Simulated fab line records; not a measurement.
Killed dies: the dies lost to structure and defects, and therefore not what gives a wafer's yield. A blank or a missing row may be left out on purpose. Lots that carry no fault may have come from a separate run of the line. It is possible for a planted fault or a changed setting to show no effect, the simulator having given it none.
Struck lot and sound lot, side by side -- flow sky130 -- 37 steps out of a route of 708
Sound: wafers L432.3, L432.5, L432.6. Wafers struck: L437.3, L437.5, L437.6. The cause is given at the end.
Order at every step that has rows: each side's tool, ch and its chambers, its first start. Under that, the readings that differ: sound wafers -- struck wafers -- difference of the means -- sigmas: that difference in standard deviations of wafers without a fault.
alike: a reading whose means differ by less than 2 such deviations, as well as words and numbers matching on both sides. not compared: withheld readings; readings where some wafer has no value; bounds like >300 that might hide an equal value; numbers whose values overlap and for which the record gives no deviation.
The two part at a step that has a row with sigmas, a row that says differs or no value, or rows on one side only. Numbers that have no deviation but don't overlap get no sigmas and don't part them. Lack of a reading on every wafer of one side parts them only where that side has two or more wafers.

first, 10 steps without rows for these wafers: SKY_LDD_LDN_SOFTBAKE_03 (time 60 s); SKY_LDD_LDN_EXPOSE_04 (exposes mask LDNTM, target cd 700 nm); SKY_LDD_LDN_PEB_05; SKY_LDD_LDN_DEVELOP_06 (develop time 60 s); SKY_LDD_LDN_IMPLANT_08; SKY_LDD_LDN_IMPLANT_09; SKY_LDD_LDN_IMPLANT_10; SKY_LDD_LDN_IMPLANT_11; SKY_LDD_LDN_STRIP_12 (strips in O2/N2); SKY_LDD_LDN_CLEAN_14 (cleans in SC1/SC2, time 150 s).
SKY_SPACER_CVD_00: deposits Si3N4 from DCS/NH3, target thk 43.1 nm, time 740 s.
  sound on lpcvd-02 ch 0, day 24 00:29; struck on lpcvd-02 ch 1, day 25 20:52
reading,sound,struck,difference,sigmas
model.Si3N4_of_SPACER_CVD_00.thkNm (nm),43.27 43.37 43.45,37.9 37.8 37.59,-5.6,
  alike: spikeTcCentreC
SKY_SPACER_THK_MEAS_01:
  sound on filmMetro-03 at day 24 01:43; struck on filmMetro-02 at day 25 22:05
reading,sound,struck,difference,sigmas
SPACER_CVD_00_THK (nm),43.2 43.3 43.5,37.9 37.9 37.6,-5.5,-13
SKY_SPACER_ETCHBACK_02: etches Si3N4 in CH3F/O2, stops on SiO2, time 46.7 s, target depth 45 nm.
  sound on rieDiel-02 ch 0,1,3, day 24 01:45; struck on rieDiel-04 ch 2,3, day 25 22:08
reading,sound,struck,difference,sigmas
oesProductAu (a.u.),0.858 0.858 0.853,0.797 0.794 0.789,-0.063,-9
model.etch.depthNm (nm),43.27 43.37 43.45,37.9 37.8 37.59,-5.6,
  alike: drypumpMotorCurrentA, rfFwdPowerW, throttleValvePct
  not compared: rfHoursCounterH
then, 22 steps without rows for these wafers: SKY_POLY_CUT_DEHYDRATE_00 (time 60 s); SKY_POLY_CUT_HMDS_01 (prime time 60 s); SKY_POLY_CUT_COAT_02 (resist thk 60 nm); SKY_POLY_CUT_COAT_03 (resist thk 450 nm); SKY_POLY_CUT_SOFTBAKE_04 (time 87.3 s); SKY_POLY_CUT_EXPOSE_05 (exposes mask NPCM, target cd 270 nm); SKY_POLY_CUT_PEB_06; SKY_POLY_CUT_DEVELOP_07 (develop time 60 s); SKY_POLY_CUT_ETCH_10 (etches BARC in N2/H2, stops on SiO2, time 45.9 s, target depth 60 nm); SKY_POLY_CUT_ETCH_11 (etches Si3N4 in CF4/CH2F2/Ar, stops on poly-Si, time 42.5 s, target depth 60 nm); SKY_POLY_CUT_STRIP_12 (strips in O2/N2); SKY_SD_P_DEHYDRATE_00 (time 60 s); SKY_SD_P_HMDS_01 (prime time 60 s); SKY_SD_P_COAT_02 (resist thk 1140 nm); SKY_SD_P_SOFTBAKE_03 (time 60 s); SKY_SD_P_EXPOSE_04 (exposes mask PSDM, target cd 380 nm); SKY_SD_P_PEB_05; SKY_SD_P_DEVELOP_06 (develop time 60 s); SKY_SD_P_IMPLANT_09; SKY_SD_P_STRIP_10 (strips in O2/N2); SKY_RES_XHIGH_DEHYDRATE_00 (time 60 s); SKY_RES_XHIGH_HMDS_01 (prime time 60 s).
-- the record jumps here: 5 days lie between the struck wafers' starts before and after (it left off in module RES_XHIGH and takes up again in module SALICIDE, whose first step shown is number 361 of the route) --
SKY_SALICIDE_CLEAN_00: cleans in HF-last, time 30 s.
  sound on wetBench-02 ch 2, day 28 22:29; struck on wetBench-01 ch 0, day 30 17:28
reading,sound,struck,difference,sigmas
model.Si3N4_of_SPACER_CVD_00.thkNm (nm),42.29 42.38 42.46,36.92 36.82 36.62,-5.59,
-- the record jumps here: 17 days lie between the struck wafers' starts before and after (it left off in module SALICIDE and takes up again in module PAD_OPEN, whose first step shown is number 708 of the route) --
SKY_PAD_OPEN_PROBE_99:
  sound on prober-02 at day 46 17:26; struck on prober-01 at day 48 02:07
reading,sound,struck,difference,sigmas
model.etest.pfet_01v8.rOnOhmUm,3028 3041 2924,2733 2663 2747,-283,
model.etest.sonosUncharged.rOnOhmUm,824.3 812.5 795,761.9 777.3 775.8,-38.9,
model.etest.pfet_01v8.driveUaUm,182.4 179.8 189.4,205.1 211.3 204,+22.9,
model.etest.sramPfetLatch.driveUaUm,130.6 134.4 141.4,161.4 161.6 151.1,+22.6,
model.etest.pfet_01v8_hvt.driveUaUm,133.8 134.8 142.2,155.3 159.4 153.2,+19.0,
model.etest.pfet_01v8.offLog10AUm,-10.95 -10.63 -10.11,-9.219 -8.964 -9.238,+1.423,
model.etest.sramPfetLatch.offLog10AUm,-13.38 -13.24 -12.74,-12.14 -12.13 -12.46,+0.88,
model.etest.pfet_01v8_hvt.offLog10AUm,-13.43 -13.38 -13.23,-12.6 -12.65 -12.6,+0.7,
  alike: killed_at_M0_to_M3, killed_at_M4_up, killedAtContacts, killedAtFrontEnd, killedAtOther, killedDies, killedOpen, killedShort

WHERE THEY PART
Last at SKY_SPACER_ETCHBACK_02 as far as this record goes, first at SKY_SPACER_THK_MEAS_01. Later steps at which nothing parts them and some readings are alike: SKY_PAD_OPEN_PROBE_99.

WHY: the cause the simulator had injected
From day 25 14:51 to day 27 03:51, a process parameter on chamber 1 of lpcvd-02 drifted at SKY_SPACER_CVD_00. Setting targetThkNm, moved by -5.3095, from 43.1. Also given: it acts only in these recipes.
